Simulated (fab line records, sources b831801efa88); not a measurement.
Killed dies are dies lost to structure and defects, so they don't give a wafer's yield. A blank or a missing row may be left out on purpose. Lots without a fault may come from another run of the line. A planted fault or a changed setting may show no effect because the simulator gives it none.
Chamber matching | flow sky130 | SKY_VIA2_CMP_24 on cmp-01: 4 sister chambers
The step polishes, stops on SiO2, t overpolish 20 s, target thk 0 nm. 14 wafers are shown with their chamber, then 7 later ones without.

WAFERS WITH THEIR CHAMBER
wafer  | chamber | motor_current_A (A) | slurry_flow_ml_min | time_to_endpoint_s (s)
L075.1 | 3       | 10.6                | 149.4              | 99
L075.3 | 0       | 13.0                | 149.5              | 105
L075.6 | 2       | 11.8                | 150.4              | 95
L078.2 | 0       | 12.1                | 149.8              | 102
L078.3 | 1       | 10.5                | 149.6              | 103
L078.6 | 1       | 10.4                | 149.5              | 103
L085.3 | 2       | 12.1                | 149.9              | 104
L085.4 | 1       | 10.5                | 150.4              | 102
L085.6 | 0       | 12.6                | 149.1              | 108
L088.1 | 2       | 12.1                | 149.9              | 101
L088.3 | 3       | 10.4                | 150.0              | 107
L088.6 | 1       | 10.3                | 150.4              | 106
L089.1 | 1       | 10.2                | 150.1              | 101
L089.2 | 3       | 9.9                 | 150.5              | 99

SIGNATURES (means of the wafers above)
reading            | chamber 0 | chamber 1 | chamber 2 | chamber 3 | scatter within a chamber
motor_current_A    | 12.567    | 10.380    | 12.000    | 10.300    | 0.282
slurry_flow_ml_min | 149.467   | 150.000   | 150.067   | 149.967   | 0.42
time_to_endpoint_s | 105.00    | 103.00    | 100.00    | 101.67    | 3.42
Rule: a wafer's distance from a chamber is the root of the sum, over the readings, of the square of ((its reading less the chamber's mean) divided by the reading's scatter). The wafer belongs to the nearest chamber; if the next one is less than 2 further off, it can't be placed. The scatter: the root of (the sum of the squares of (reading less its chamber's mean) over the shown wafers, divided by (wafers less chambers)).

WAFERS WITHOUT THEIR CHAMBER
wafer  | motor_current_A (A) | slurry_flow_ml_min | time_to_endpoint_s (s)
L089.3 | 12.5                | 150.8              | 105
L091.1 | 10.2                | 150.3              | 98
L091.3 | 12.6                | 149.6              | 96
L091.5 | 11.2                | 150.0              | 99
L092.1 | 12.3                | 150.4              | 99
L092.2 | 10.5                | 149.5              | 100
L092.6 | 12.1                | 150.7              | 96

WHICH CHAMBER EACH WENT THROUGH
wafer  | from the rows above          | in truth
L089.3 | can't be placed: 2 or 0      | 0
L091.1 | can't be placed: 3 or 1      | 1
L091.3 | can't be placed: 0 or 2      | 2
L091.5 | can't be placed: 2 or 1 or 3 | 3
L092.1 | can't be placed: 2 or 0      | 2
L092.2 | can't be placed: 3 or 1      | 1
L092.6 | 2                            | 2
Placed correctly: 1 of 7. Can't be placed from these rows: 6 (the true chamber is among the candidates in 6). Placed wrongly: 0.
